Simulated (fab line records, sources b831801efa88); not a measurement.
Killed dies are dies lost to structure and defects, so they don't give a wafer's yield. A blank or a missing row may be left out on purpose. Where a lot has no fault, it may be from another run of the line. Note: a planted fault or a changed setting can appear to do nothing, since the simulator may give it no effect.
Which of the tools did it? / flow sky130 / Sampling: 15 lots, 45 wafers, 4 of 708 route steps

WHAT THE GAUGES SHOWED, per wafer
SKY_FIELD_ISO_THK_MEAS_23. Usual: FIELD_ISO_OXIDATION_01_THK gives 10.00 nm (standard deviation 0.15).
lot=L847; measured=day 2 14:42; on=film-metro-02; FIELD_ISO_OXIDATION_01_THK (nm)=10.01 10.06 10.14; flag=
lot=L848; measured=day 2 20:10; on=film-metro-01; FIELD_ISO_OXIDATION_01_THK (nm)=9.93 9.75 9.88; flag=
lot=L849; measured=day 3 00:45; on=film-metro-03; FIELD_ISO_OXIDATION_01_THK (nm)=10.10 10.08 10.00; flag=
lot=L853; measured=day 3 20:34; on=film-metro-03; FIELD_ISO_OXIDATION_01_THK (nm)=10.19 10.22 10.39; flag=
lot=L855; measured=day 4 05:16; on=film-metro-03; FIELD_ISO_OXIDATION_01_THK (nm)=9.94 10.05 9.90; flag=
lot=L856; measured=day 4 09:16; on=film-metro-01; FIELD_ISO_OXIDATION_01_THK (nm)=10.02 9.93 10.05; flag=
lot=L860; measured=day 5 09:13; on=film-metro-03; FIELD_ISO_OXIDATION_01_THK (nm)=10.00 9.70 9.99; flag=
lot=L861; measured=day 5 15:13; on=film-metro-01; FIELD_ISO_OXIDATION_01_THK (nm)=10.07 9.92 9.86; flag=
lot=L862; measured=day 5 21:49; on=film-metro-02; FIELD_ISO_OXIDATION_01_THK (nm)=9.95 10.06 10.06; flag=
lot=L864; measured=day 6 04:55; on=film-metro-01; FIELD_ISO_OXIDATION_01_THK (nm)=9.82 9.76 9.64; flag=
lot=L865; measured=day 6 10:46; on=film-metro-03; FIELD_ISO_OXIDATION_01_THK (nm)=10.02 10.16 9.83; flag=
lot=L866; measured=day 6 15:20; on=film-metro-03; FIELD_ISO_OXIDATION_01_THK (nm)=9.84 10.15 9.94; flag=
lot=L867; measured=day 6 19:44; on=film-metro-02; FIELD_ISO_OXIDATION_01_THK (nm)=9.82 9.77 10.01; flag=
lot=L868; measured=day 7 01:22; on=film-metro-03; FIELD_ISO_OXIDATION_01_THK (nm)=9.88 9.95 9.99; flag=
lot=L869; measured=day 7 10:07; on=film-metro-01; FIELD_ISO_OXIDATION_01_THK (nm)=9.96 9.97 10.09; flag=

SKY_NWELL_OVL_MEAS_23. Usual: NWELL_01_OVL gives -0.1 nm (standard deviation 1.3).
lot=L847; measured=day 5 15:19; on=overlay-01; NWELL_01_OVL (nm)=-1.0 -2.4 -1.0; flag=
lot=L848; measured=day 6 02:18; on=overlay-02; NWELL_01_OVL (nm)=-1.6 -1.8 0.7; flag=
lot=L849; measured=day 6 01:16; on=overlay-02; NWELL_01_OVL (nm)=1.0 -0.6 -0.4; flag=
lot=L853; measured=day 7 01:37; on=overlay-02; NWELL_01_OVL (nm)=-0.3 -4.4 -1.0; flag=
lot=L855; measured=day 7 11:58; on=overlay-01; NWELL_01_OVL (nm)=-1.8 -2.6 -0.7; flag=
lot=L856; measured=day 7 20:13; on=overlay-02; NWELL_01_OVL (nm)=2.4 1.8 1.4; flag=
lot=L860; measured=day 8 21:19; on=overlay-02; NWELL_01_OVL (nm)=0.7 2.5 0.2; flag=
lot=L861; measured=day 9 04:51; on=overlay-01; NWELL_01_OVL (nm)=-0.9 1.3 -0.5; flag=
lot=L862; measured=day 9 12:36; on=overlay-02; NWELL_01_OVL (nm)=0.2 -0.1 0.5; flag=
lot=L864; measured=day 10 00:49; on=overlay-02; NWELL_01_OVL (nm)=0.6 1.5 0.0; flag=
lot=L865; measured=day 10 03:28; on=overlay-02; NWELL_01_OVL (nm)=-1.5 0.8 0.0; flag=
lot=L866; measured=day 10 07:27; on=overlay-02; NWELL_01_OVL (nm)=1.0 -0.5 -0.4; flag=
lot=L867; measured=day 10 12:37; on=overlay-02; NWELL_01_OVL (nm)=2.1 1.3 1.3; flag=
lot=L868; measured=day 10 20:37; on=overlay-02; NWELL_01_OVL (nm)=-0.6 0.1 0.5; flag=
lot=L869; measured=day 11 06:07; on=overlay-01; NWELL_01_OVL (nm)=-0.7 -0.2 0.2; flag=

SKY_RES_PROTECT_TW_MEAS_08. Usual: POLY_GATE_TW gives 4009 (standard deviation 34).
lot=L847; measured=day 15 09:22; on=film-metro-02; POLY_GATE_TW=4012 4021 3999; flag=
lot=L848; measured=day 15 21:28; on=film-metro-01; POLY_GATE_TW=3938 3966 3960; flag=
lot=L849; measured=day 15 23:48; on=film-metro-01; POLY_GATE_TW=3968 4006 3970; flag=
lot=L853; measured=day 20 17:40; on=film-metro-02; POLY_GATE_TW=4038 4044 4042; flag=
lot=L855; measured=day 20 17:36; on=film-metro-04; POLY_GATE_TW=4029 4035 4038; flag=
lot=L856; measured=day 20 17:51; on=film-metro-04; POLY_GATE_TW=4024 4040 4005; flag=
lot=L860; measured=day 20 22:40; on=film-metro-04; POLY_GATE_TW=4036 3990 4011; flag=
lot=L861; measured=day 21 03:41; on=film-metro-01; POLY_GATE_TW=3984 3971 3985; flag=
lot=L862; measured=day 21 03:58; on=film-metro-04; POLY_GATE_TW=4005 4014 4013; flag=
lot=L864; measured=day 21 13:50; on=film-metro-04; POLY_GATE_TW=4020 4013 4031; flag=
lot=L865; measured=day 21 15:01; on=film-metro-01; POLY_GATE_TW=3968 3973 3968; flag=
lot=L866; measured=day 21 20:18; on=film-metro-02; POLY_GATE_TW=4038 4064 4026; flag=
lot=L867; measured=day 22 03:34; on=film-metro-02; POLY_GATE_TW=4009 4008 3999; flag=
lot=L868; measured=day 22 13:33; on=film-metro-02; POLY_GATE_TW=4016 4032 4033; flag=
lot=L869; measured=day 23 02:32; on=film-metro-04; POLY_GATE_TW=4025 4035 4020; flag=

WHICH TOOL RAN EACH LOT (tool, then ch and the chambers of the sampled wafers, then the start)
lot=L847; SKY_NWELL_EXPOSE_07=iline-stepper-01 ch 0, day 4 14:05
lot=L848; SKY_NWELL_EXPOSE_07=iline-stepper-01 ch 0, day 4 23:33
lot=L849; SKY_NWELL_EXPOSE_07=iline-stepper-01 ch 0, day 4 22:14
lot=L853; SKY_NWELL_EXPOSE_07=iline-stepper-01 ch 0, day 5 21:22
lot=L855; SKY_NWELL_EXPOSE_07=iline-stepper-02 ch 0, day 6 07:16
lot=L856; SKY_NWELL_EXPOSE_07=iline-stepper-02 ch 0, day 6 13:32
lot=L860; SKY_NWELL_EXPOSE_07=iline-stepper-02, day 7 14:46
lot=L861; SKY_NWELL_EXPOSE_07=iline-stepper-01, day 7 21:32
lot=L862; SKY_NWELL_EXPOSE_07=iline-stepper-02, day 8 05:02
lot=L864; SKY_NWELL_EXPOSE_07=iline-stepper-02 ch 0, day 8 16:59
lot=L865; SKY_NWELL_EXPOSE_07=iline-stepper-01 ch 0, day 8 19:20
lot=L866; SKY_NWELL_EXPOSE_07=iline-stepper-02 ch 0, day 8 23:25
lot=L867; SKY_NWELL_EXPOSE_07=iline-stepper-02 ch 0, day 9 03:34
lot=L868; SKY_NWELL_EXPOSE_07=iline-stepper-02 ch 0, day 9 11:11
lot=L869; SKY_NWELL_EXPOSE_07=iline-stepper-02 ch 0, day 9 20:11
- SKY_NWELL_EXPOSE_07: exposes mask NWM, target cd 840 nm.

AS READ BY THE TOOLS THEMSELVES (means over the sampled wafers that have a number; for cases with no such wafer, the mark the record gives instead)
SKY_NWELL_EXPOSE_07. Usual: exposure-dose-mJ-cm2 254.98, standard deviation 0.23; focus-offset-nm 0.1 nm, standard deviation 0.52; stage-vel-mm-s 499.96 mm/s, standard deviation 0.23.
lot=L847; tool=iline-stepper-01; exposure-dose-mJ-cm2=254.96; focus-offset-nm (nm)=0.5; stage-vel-mm-s (mm/s)=499.88; flag=
lot=L848; tool=iline-stepper-01; exposure-dose-mJ-cm2=254.79; focus-offset-nm (nm)=0.9; stage-vel-mm-s (mm/s)=500.01; flag=
lot=L849; tool=iline-stepper-01; exposure-dose-mJ-cm2=254.91; focus-offset-nm (nm)=-0.5; stage-vel-mm-s (mm/s)=499.85; flag=
lot=L853; tool=iline-stepper-01; exposure-dose-mJ-cm2=254.86; focus-offset-nm (nm)=0.0; stage-vel-mm-s (mm/s)=499.91; flag=
lot=L855; tool=iline-stepper-02; exposure-dose-mJ-cm2=254.97; focus-offset-nm (nm)=-0.0; stage-vel-mm-s (mm/s)=499.94; flag=
lot=L856; tool=iline-stepper-02; exposure-dose-mJ-cm2=254.94; focus-offset-nm (nm)=0.4; stage-vel-mm-s (mm/s)=500.08; flag=
lot=L860; tool=iline-stepper-02; exposure-dose-mJ-cm2=-; focus-offset-nm (nm)=-; stage-vel-mm-s (mm/s)=-; flag=OFF
lot=L861; tool=iline-stepper-01; exposure-dose-mJ-cm2=-; focus-offset-nm (nm)=-; stage-vel-mm-s (mm/s)=-; flag=OFF
lot=L862; tool=iline-stepper-02; exposure-dose-mJ-cm2=-; focus-offset-nm (nm)=-; stage-vel-mm-s (mm/s)=-; flag=OFF
lot=L864; tool=iline-stepper-02; exposure-dose-mJ-cm2=255.15; focus-offset-nm (nm)=-0.5; stage-vel-mm-s (mm/s)=500.25; flag=
lot=L865; tool=iline-stepper-01; exposure-dose-mJ-cm2=255.18; focus-offset-nm (nm)=-0.1; stage-vel-mm-s (mm/s)=499.77; flag=
lot=L866; tool=iline-stepper-02; exposure-dose-mJ-cm2=255.12; focus-offset-nm (nm)=-0.1; stage-vel-mm-s (mm/s)=500.08; flag=
lot=L867; tool=iline-stepper-02; exposure-dose-mJ-cm2=254.97; focus-offset-nm (nm)=0.0; stage-vel-mm-s (mm/s)=499.79; flag=
lot=L868; tool=iline-stepper-02; exposure-dose-mJ-cm2=254.92; focus-offset-nm (nm)=0.6; stage-vel-mm-s (mm/s)=499.71; flag=
lot=L869; tool=iline-stepper-02; exposure-dose-mJ-cm2=255.22; focus-offset-nm (nm)=-0.6; stage-vel-mm-s (mm/s)=499.96; flag=

THE ANSWER, worked out from the rows above alone
Rule: lot off if the mean of its wafers having a number is beyond 3 standard deviations from the usual mean. Also off: a lot with no number at a reading for which 4 or more lots have one. All remaining lots with rows at the step are treated as sound. After the gauges, taken in route order, come the tools' own readings; for these a lot's mean is taken, as printed above. The first step at which some lot is off is used, and at that step the reading that is off furthest; a lot without a number counts as furthest.
Off: L860, L861, L862 (SKY_NWELL_EXPOSE_07, exposure-dose-mJ-cm2). Without a number there: L860, L861, L862.
A tool fits if, at that step or a process step before it, it ran every lot that is off, and no sound lot after the first of them. Of those tried, none fits.

WHAT THE SIMULATOR PUT IN
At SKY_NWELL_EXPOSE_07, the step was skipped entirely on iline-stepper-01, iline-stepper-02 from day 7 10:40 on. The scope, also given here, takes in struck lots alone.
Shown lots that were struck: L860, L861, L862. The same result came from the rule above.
